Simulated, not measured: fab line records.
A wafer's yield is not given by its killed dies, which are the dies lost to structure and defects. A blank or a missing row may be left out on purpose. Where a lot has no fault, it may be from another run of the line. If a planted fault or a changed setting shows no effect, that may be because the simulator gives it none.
A single fault, viewed from 2 desks :: flow sky130 :: what lay behind the numbers comes last; until then each desk has only its own

METROLOGY DESK
What the gauges read for every lot (on any tool): the sampled wafers with a number, averaged. A lot is out of limits, marked OUT, if its mean lies more than 4 standard deviations from the usual mean; the brackets give that distance.
Columns: A = POLY_GATE_CVD_00_THK at SKY_POLY_GATE_THK_MEAS_01, usual 179.8 nm; B = POLY_CUT_OVL at SKY_POLY_CUT_OVL_MEAS_09, usual -3 nm
lot: L911
first seen here: day 14 23:52
A: 177.9
B: -8

lot: L912
first seen here: day 15 07:13
A: 175.7
B: -1

lot: L914
first seen here: day 16 07:06
A: 177.7
B: -2

lot: L915
first seen here: day 16 15:43
A: 180.8
B: -8

lot: L918
first seen here: day 17 13:07
A: 180.7
B: -8

lot: L919
first seen here: day 17 23:16
A: 178.1
B: -6

lot: L923
first seen here: day 19 10:52
A: 179.4
B: 8

lot: L926
first seen here: day 20 15:02
A: 179.1
B: 2

lot: L927
first seen here: day 20 19:26
A: 179.7
B: -1

lot: L928
first seen here: day 21 07:24
A: 179.9
B: 5

lot: L929
first seen here: day 21 16:19
A: 181.8
B: -2

lot: L930
first seen here: day 22 00:42
A: 182.2
B: -1
This desk found nothing out of limits on any of the 12 lots.

AT THE TOOL OWNER'S DESK: furnace-02
The tool's own readings at SKY_GATE_OXIDE_OXIDATION_16 (stabilise 600 s, purge 300 s, target thk 3.57 nm): means of the sampled wafers that have a number, for each lot that ran on this tool. A lot is out of limits, marked OUT, if its mean lies more than 4 standard deviations from the usual mean; the brackets give that distance. Readings shown: 7 out of 8 (the first out of limits, and those lying furthest out on some lot).
Columns: A = spike tc bottom C at SKY_GATE_OXIDE_OXIDATION_16, usual 817 C; B = spike tc centre C at SKY_GATE_OXIDE_OXIDATION_16, usual 799.4 C; C = spike tc lower C at SKY_GATE_OXIDE_OXIDATION_16, usual 801.0 C; D = spike tc top C at SKY_GATE_OXIDE_OXIDATION_16, usual 815.1 C; E = spike tc upper C at SKY_GATE_OXIDE_OXIDATION_16, usual 800.8 C; F = tube center temp C at SKY_GATE_OXIDE_OXIDATION_16, usual 800 C; G = tube_center_temp_C_max at SKY_GATE_OXIDE_OXIDATION_16, usual 802.1
lot: L911
first seen here: day 14 21:07
A: 815
B: 799.0
C: 800.9
D: 814.5
E: 799.5
F: 800
G: 802.3

lot: L912
first seen here: day 15 03:52
A: 814
B: 798.6
C: 801.0
D: 815.2
E: 800.4
F: 800
G: 802.3

lot: L915
first seen here: day 16 12:59
A: 814
B: 797.4
C: 800.8
D: 814.5
E: 801.1
F: 800
G: 802.0

lot: L918
first seen here: day 17 10:23
A: 804
B: 787.0 (-8.9) OUT
C: 790.8 (-9.3) OUT
D: 804.8 (-9.4) OUT
E: 789.4 (-11) OUT
F: 789 (-99 or more) OUT
G: 791.3 (-35) OUT

lot: L919
first seen here: day 17 20:31
A: 804
B: 787.9 (-8.2) OUT
C: 790.8 (-9.3) OUT
D: 803.7 (-10) OUT
E: 789.9 (-11) OUT
F: 789 (-99 or more) OUT
G: 791.6 (-34) OUT

lot: L927
first seen here: day 20 16:41
A: 814
B: 799.1
C: 801.3
D: 813.5
E: 800.6
F: 800
G: 801.9

lot: L928
first seen here: day 21 04:40
A: 815
B: 799.6
C: 802.3
D: 814.1
E: 801.0
F: 800
G: 802.0

lot: L929
first seen here: day 21 13:35
A: 814
B: 798.6
C: 802.4
D: 815.5
E: 800.5
F: 800
G: 802.3

lot: L930
first seen here: day 21 21:58
A: 815
B: 798.7
C: 801.9
D: 814.0
E: 800.8
F: 800
G: 802.0
Finding of this desk: L918, L919 out of limits; the first was L918 at day 17 10:23, on spike tc centre C at SKY_GATE_OXIDE_OXIDATION_16. In limits: L911, L912, L915, L927, L928, L929, L930.

PUT TOGETHER
The tool owner's desk could have raised an alarm at day 17 10:23, on L918, L919.
Nothing out of limits was seen by the metrology desk.
The metrology desk holds a record of L918, L919, inside its limits.
All the named lots went through SKY_GATE_OXIDE_OXIDATION_16 on furnace-02.

WHAT THE SIMULATOR HAD INSERTED
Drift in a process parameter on furnace-02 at SKY_GATE_OXIDE_OXIDATION_16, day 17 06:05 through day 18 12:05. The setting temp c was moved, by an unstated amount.
Struck lots among those shown: L918, L919.
Delay in hours, fault start to first out-of-limits reading, by desk: the tool owner's desk at 4.
